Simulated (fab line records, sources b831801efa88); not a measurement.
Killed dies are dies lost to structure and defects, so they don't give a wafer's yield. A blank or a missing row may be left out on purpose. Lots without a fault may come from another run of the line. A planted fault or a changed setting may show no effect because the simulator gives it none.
Tool commonality check | flow sky130 | 14 lots, 42 wafers sampled

WHY IT WAS OPENED
At SKY_NWELL_RS_MEAS_29 the reading NWELL_RS is flagged on 3 of 14 lots. Wafers without a fault read 622.9 ohm/sq, standard deviation 2.2.
Rule: a lot is flagged when every wafer of it that has a number lies more than 4 standard deviations from that mean, or none has a number. The other lots count as sound.

lot  | measured     | on            | NWELL_RS (ohm/sq), wafer by wafer | flag
L578 | day 5 13:45  | film_metro-02 | 602.2 602.8 602.2                 | FLAGGED
L579 | day 5 21:37  | film_metro-02 | 619.1 619.1 620.9                 |
L581 | day 6 12:01  | film_metro-03 | 605.1 608.5 607.6                 | FLAGGED
L588 | day 8 03:43  | film_metro-02 | 603.4 602.7 603.9                 | FLAGGED
L590 | day 8 15:15  | film_metro-03 | 627.7 624.9 625.6                 |
L591 | day 8 21:19  | film_metro-01 | 621.3 620.2 618.6                 |
L592 | day 9 01:39  | film_metro-03 | 625.4 625.3 625.2                 |
L593 | day 9 09:12  | film_metro-02 | 620.2 621.6 620.2                 |
L594 | day 9 18:29  | film_metro-03 | 622.5 621.4 622.3                 |
L595 | day 9 22:49  | film_metro-01 | 623.0 620.7 623.4                 |
L596 | day 10 01:20 | film_metro-03 | 626.5 628.3 627.1                 |
L597 | day 10 09:31 | film_metro-01 | 621.7 623.4 623.9                 |
L598 | day 10 15:07 | film_metro-03 | 624.0 620.4 622.6                 |
L600 | day 11 02:48 | film_metro-03 | 626.8 626.8 625.6                 |
The numbers of the flagged lots are 604.3 ohm/sq on average: -18.6 ohm/sq against the usual, or -8 standard deviations.

WHICH TOOL RAN EACH LOT
The record holds 1 process step before the reading, out of a route of 708 steps. In each cell: the tool, then ch and the chambers that the sampled wafers went through, then the start.
lot  | flag    | SKY_NWELL_IMPLANT_13
L578 | FLAGGED | implanter-02 ch 0, day 4 19:58
L579 |         | implanter-01 ch 0, day 5 03:10
L581 | FLAGGED | implanter-02 ch 0, day 5 15:55
L588 | FLAGGED | implanter-01 ch 0, day 7 06:42
L590 |         | implanter-01 ch 0, day 7 18:14
L591 |         | implanter-03 ch 0, day 7 23:48
L592 |         | implanter-03 ch 0, day 8 03:44
L593 |         | implanter-02 ch 0, day 8 11:04
L594 |         | implanter-02 ch 0, day 8 20:50
L595 |         | implanter-03 ch 0, day 9 00:31
L596 |         | implanter-02 ch 0, day 9 03:20
L597 |         | implanter-03 ch 0, day 9 10:46
L598 |         | implanter-03 ch 0, day 9 15:45
L600 |         | implanter-02 ch 0, day 10 03:21
What these steps do:
- SKY_NWELL_IMPLANT_13
- SKY_NWELL_RS_MEAS_29: measures by four-point-probe.

FLAGGED OVER TOTAL, TOOL BY TOOL (the gauges that took the reading come last)
step                 | tool          | lots run | flagged | share of the flagged lots | sound lots run after its first flagged lot
SKY_NWELL_IMPLANT_13 | implanter-01  | 3        | 1       | some                      | 1 (L590)
SKY_NWELL_IMPLANT_13 | implanter-02  | 6        | 2       | some                      | 4 (L593,L594,L596,L600)
SKY_NWELL_IMPLANT_13 | implanter-03  | 5        | 0       | none                      | -
SKY_NWELL_RS_MEAS_29 | film_metro-01 | 3        | 0       | none                      | -
SKY_NWELL_RS_MEAS_29 | film_metro-02 | 4        | 2       | some                      | 2 (L579,L593)
SKY_NWELL_RS_MEAS_29 | film_metro-03 | 7        | 1       | some                      | 6 (L590,L592,L594,L596,L598,L600)

WHAT THE TABLE ALLOWS
No row of the table ran every flagged lot.

WHAT THE SIMULATOR HAD PUT IN
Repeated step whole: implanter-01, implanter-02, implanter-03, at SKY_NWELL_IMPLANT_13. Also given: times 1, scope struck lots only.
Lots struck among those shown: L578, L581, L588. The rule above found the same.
